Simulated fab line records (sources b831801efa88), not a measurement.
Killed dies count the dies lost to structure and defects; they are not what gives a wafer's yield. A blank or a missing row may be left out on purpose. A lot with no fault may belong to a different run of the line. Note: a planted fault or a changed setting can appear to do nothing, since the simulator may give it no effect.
What tool caused it? || flow sky130 || 36 wafers from 12 lots sampled at 3 of the route's 708 steps

## WHAT EACH GAUGE READ, for each wafer
SKY_CONTACT_THK_MEAS_01.
{"lot": "L075", "measured": "day 30 16:22", "on": "film metro-01", "CONTACT_CVD_00_THK (nm)": "74.9 76.6 75.6"}
{"lot": "L077", "measured": "day 31 09:11", "on": "film metro-01", "CONTACT_CVD_00_THK (nm)": "74.0 75.7 75.6"}
{"lot": "L079", "measured": "day 32 04:50", "on": "film metro-04", "CONTACT_CVD_00_THK (nm)": "75.1 73.9 75.3"}
{"lot": "L081", "measured": "day 32 14:37", "on": "film metro-01", "CONTACT_CVD_00_THK (nm)": "75.0 74.4 75.8"}
{"lot": "L083", "measured": "day 33 07:34", "on": "film metro-01", "CONTACT_CVD_00_THK (nm)": "74.3 75.1 76.5"}
{"lot": "L085", "measured": "day 34 01:37", "on": "film metro-01", "CONTACT_CVD_00_THK (nm)": "74.1 73.2 74.8"}
{"lot": "L087", "measured": "day 34 21:53", "on": "film metro-04", "CONTACT_CVD_00_THK (nm)": "73.3 73.8 74.3"}
{"lot": "L089", "measured": "day 35 12:07", "on": "film metro-02", "CONTACT_CVD_00_THK (nm)": "74.3 76.4 74.9"}
{"lot": "L091", "measured": "day 35 21:10", "on": "film metro-02", "CONTACT_CVD_00_THK (nm)": "76.1 75.1 77.4"}
{"lot": "L093", "measured": "day 36 09:35", "on": "film metro-01", "CONTACT_CVD_00_THK (nm)": "75.5 76.1 76.6"}
{"lot": "L095", "measured": "day 36 23:59", "on": "film metro-01", "CONTACT_CVD_00_THK (nm)": "74.8 75.1 75.7"}
{"lot": "L097", "measured": "day 37 17:18", "on": "film metro-02", "CONTACT_CVD_00_THK (nm)": "75.2 74.8 75.9"}

## WHAT TOOL EACH LOT RAN ON (gives the tool, then ch and the chambers of the sampled wafers, and finally the start)
{"lot": "L075", "SKY_POLY_CUT_STRIP_12": "plasma asher-04 ch 0,1, day 24 12:41", "SKY_CONTACT_CVD_00": "pecvd-04 ch 0,1,2, day 30 16:18"}
{"lot": "L077", "SKY_POLY_CUT_STRIP_12": "plasma asher-04 ch 0,1, day 25 07:51", "SKY_CONTACT_CVD_00": "pecvd-01 ch 0,1,2, day 31 09:09"}
{"lot": "L079", "SKY_POLY_CUT_STRIP_12": "plasma asher-04 ch 0,1, day 26 03:51", "SKY_CONTACT_CVD_00": "pecvd-04 ch 0,1, day 32 04:48"}
{"lot": "L081", "SKY_POLY_CUT_STRIP_12": "plasma asher-03 ch 0, day 26 15:49", "SKY_CONTACT_CVD_00": "pecvd-02 ch 0,1, day 32 14:35"}
{"lot": "L083", "SKY_POLY_CUT_STRIP_12": "plasma asher-01 ch 0, day 27 08:51", "SKY_CONTACT_CVD_00": "pecvd-04 ch 0,1, day 33 07:31"}
{"lot": "L085", "SKY_POLY_CUT_STRIP_12": "plasma asher-03 ch 0,1, day 28 05:33", "SKY_CONTACT_CVD_00": "pecvd-01 ch 0,1, day 34 01:35"}
{"lot": "L087", "SKY_POLY_CUT_STRIP_12": "plasma asher-04 ch 0,1, day 28 22:27", "SKY_CONTACT_CVD_00": "pecvd-02 ch 0,1,2, day 34 21:51"}
{"lot": "L089", "SKY_POLY_CUT_STRIP_12": "plasma asher-03 ch 0,1, day 29 17:52", "SKY_CONTACT_CVD_00": "pecvd-02 ch 0,2, day 35 12:04"}
{"lot": "L091", "SKY_POLY_CUT_STRIP_12": "plasma asher-04 ch 0,1, day 30 05:20", "SKY_CONTACT_CVD_00": "pecvd-01 ch 0,2, day 35 21:05"}
{"lot": "L093", "SKY_POLY_CUT_STRIP_12": "plasma asher-01 ch 0,1, day 30 16:06", "SKY_CONTACT_CVD_00": "pecvd-04 ch 0,1, day 36 09:33"}
{"lot": "L095", "SKY_POLY_CUT_STRIP_12": "plasma asher-01 ch 0,1, day 31 07:12", "SKY_CONTACT_CVD_00": "pecvd-04 ch 0,1,2, day 36 23:56"}
{"lot": "L097", "SKY_POLY_CUT_STRIP_12": "plasma asher-01 ch 0,1, day 32 02:43", "SKY_CONTACT_CVD_00": "pecvd-02 ch 1,2, day 37 17:16"}
- SKY_POLY_CUT_STRIP_12: strips in O2/N2.
- SKY_CONTACT_CVD_00: deposits Si3N4, target thk 75 nm.

## THE ANSWER, worked out from the rows above alone
Rule: usual is defined by the lots themselves. The widest of any qualifying gaps counts: lots, ordered by their means at a reading, are off when they make up no more than a third of the lots, leave a main group of 4 or more, and stand apart from it by 3 or more times the standard deviation of that group's means. If all means in a main group match to the digits the tables above print for the reading, that group is not used. Also off: a lot with no number at a reading for which 4 or more lots have one. The other lots that the step has rows for count as sound.
Nothing can be told from this: no lot is off at any reading shown.

## WHAT THE SIMULATOR PUT IN
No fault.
